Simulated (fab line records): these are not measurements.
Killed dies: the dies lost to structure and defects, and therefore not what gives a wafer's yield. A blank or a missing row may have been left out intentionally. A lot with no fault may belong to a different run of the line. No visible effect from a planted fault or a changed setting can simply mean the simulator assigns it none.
A struck lot beside a sound one    flow sky130    14 steps out of a route of 708
Sound: the wafers L768.1, L768.2, L768.3. Wafers L787.1, L787.5, L787.6 were the ones struck. Last of all comes the cause.
At each step with rows: each side's tool, then ch and its chambers, then its first start. Under that, the readings that differ: sound wafers    struck wafers    difference of the means    sigmas: that difference in standard deviations of wafers without a fault.
alike: same words and numbers on both sides, and readings whose means sit less than 2 such deviations apart. not compared: any withheld reading, any reading some wafer has no value for, any bound like >300 that may hide the same value, and any number with overlapping values for which the record gives no deviation.
Wherever a step has rows on one side only, a row that says differs or no value, or a row with sigmas, the two part there. Numbers that don't overlap but have no deviation are shown without sigmas and don't part them. A reading that every wafer of one side lacks parts them only if that side has two wafers or more.

SKY_LI_CONTACT_RS_MEAS_22: a four-point-probe measurement.
  struck on film-metro-02, day 37 01:08; sound on film-metro-01, day 28 17:50
  alike: LI_CONTACT_W_RS
SKY_LI_CONTACT_THK_MEAS_23: measures by xrf.
  struck on film-metro-02, day 37 01:16; sound on film-metro-01, day 28 17:57
  alike: LI_CONTACT_W_THK
SKY_LI_CONTACT_CMP_24: polishes, stops on PSG, t overpolish 20 s, target thk 0 nm.
  sound on cmp-02 ch 0,1,3, day 28 18:01; struck on cmp-02 ch 1,2, day 37 01:26
  alike: motor-current-A, overpolish-run-s, time-to-endpoint-s
SKY_LOCAL_INTERCONNECT_SPUTTER_00: material TiN, target thk 100 nm, time 83.3 s.
  struck on pvd-sputter-02, day 37 01:41; sound on pvd-sputter-01, day 28 18:19
  alike: substrate-temp-c, throttle-valve-pct
SKY_LOCAL_INTERCONNECT_RS_MEAS_01: a four-point-probe measurement.
  struck on film-metro-02, day 37 01:45; sound on film-metro-03, day 28 18:22
  alike: LOCAL_INTERCONNECT_TIN_RS
SKY_LOCAL_INTERCONNECT_THK_MEAS_02: measures by xrf.
  struck on film-metro-02, day 37 01:52; sound on film-metro-03, day 28 18:29
  alike: LOCAL_INTERCONNECT_TIN_THK
then, 6 steps without rows for these wafers: SKY_LOCAL_INTERCONNECT_DEHYDRATE_03 (time 60 s); SKY_LOCAL_INTERCONNECT_HMDS_04 (prime time 60 s); SKY_LOCAL_INTERCONNECT_COAT_05 (resist thk 60 nm); SKY_LOCAL_INTERCONNECT_COAT_06 (resist thk 450 nm); SKY_LOCAL_INTERCONNECT_SOFTBAKE_07 (time 90 s); SKY_LOCAL_INTERCONNECT_EXPOSE_08 (exposes mask LI1M, target cd 170 nm).
SKY_LOCAL_INTERCONNECT_PEB_09:
  struck on litho-track-04, day 38 03:00; sound on litho-track-04 ch 0, day 29 23:00
reading          sound           struck  difference                     sigmas
exhaust-pa (Pa)  44.6 45.2 43.8  - - -   no value on the struck wafers  
  not compared: chill-plate-temp-C
then, 1 step without rows for these wafers: SKY_LOCAL_INTERCONNECT_DEVELOP_10 (develop time 60 s).

WHERE THEY PART
SKY_LOCAL_INTERCONNECT_PEB_09 only, going by this record.

WHY: what had been put in by the simulator
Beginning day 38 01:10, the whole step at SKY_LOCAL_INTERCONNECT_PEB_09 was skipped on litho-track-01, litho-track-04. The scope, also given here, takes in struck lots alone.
